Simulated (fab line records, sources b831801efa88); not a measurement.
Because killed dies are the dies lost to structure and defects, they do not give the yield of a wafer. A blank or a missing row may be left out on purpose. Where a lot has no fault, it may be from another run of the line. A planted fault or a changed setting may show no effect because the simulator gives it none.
One fault seen from 2 desks ; flow sky130 ; each desk has only its own numbers; what lay behind them comes last

== THE METROLOGY DESK ==
What the gauges read, lot by lot, whatever tool the lot ran on: means of the sampled wafers that have a number. Any lot whose mean is over 4 standard deviations away from the usual mean is out of limits and marked OUT; that distance is given in the brackets.
Columns: A = cd-nm at SKY_FIELD_ISO_CD_MEAS_13, usual 150.3 nm; B = FIELD_ISO_OXIDATION_01_THK at SKY_FIELD_ISO_THK_MEAS_23, usual 9.96 nm; C = FIELD_ISO_CVD_24_THK at SKY_FIELD_ISO_THK_MEAS_25, usual 596 nm
lot;first seen here;A;B;C
L452;day 3 06:49;150.9;9.79;594
L455;day 3 21:49;149.1;10.03;595
L457;day 4 09:46;151.0;9.84;603
L460;day 4 23:55;149.8;10.11;600
L461;day 5 06:07;149.4;10.08;603
L462;day 5 09:27;151.0;9.80;604
L470;day 7 04:48;149.2;9.94;594
This desk found nothing out of limits on any of the 7 lots.

== AT THE TOOL OWNER'S DESK: rie-si-01 ==
The tool's own readings at SKY_FIELD_ISO_ETCH_17 (etches Si in HBr/Cl2/O2, target depth 342 nm, time 97.7 s): means of the sampled wafers that have a number, for each lot that ran on this tool. Any lot whose mean is over 4 standard deviations away from the usual mean is out of limits and marked OUT; that distance is given in the brackets.
Columns: A = drypump-motor-current-A at SKY_FIELD_ISO_ETCH_17, usual 6.1 A; B = oes-product-au at SKY_FIELD_ISO_ETCH_17, usual 0.998 a.u.; C = throttle-valve-pct at SKY_FIELD_ISO_ETCH_17, usual 25.658 %
lot;first seen here;A;B;C
L455;day 3 22:06;6.0;0.993;25.671
L460;day 5 00:14;6.5;0.950 (-4.4) OUT;25.678
L461;day 5 06:26;6.4;0.962;25.671
L462;day 5 09:44;6.4;0.967;25.678
This desk finds L460 out of limits, L460 being first, at day 5 00:14 (oes-product-au at SKY_FIELD_ISO_ETCH_17). L455, L461, L462 stayed within limits.

== TAKEN TOGETHER ==
The tool owner's desk could have raised an alarm at day 5 00:14, on L460.
Nothing out of limits was seen by the metrology desk.
The metrology desk holds a record of L460, inside its limits.
Every lot named ran SKY_FIELD_ISO_ETCH_17 on rie-si-01.

== WHAT THE SIMULATOR HAD INSERTED ==
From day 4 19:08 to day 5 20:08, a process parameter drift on rie-si-01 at SKY_FIELD_ISO_ETCH_17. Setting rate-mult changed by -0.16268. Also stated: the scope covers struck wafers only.
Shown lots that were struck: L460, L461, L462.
Delay in hours, fault start to first out-of-limits reading, by desk: the tool owner's desk at 5.
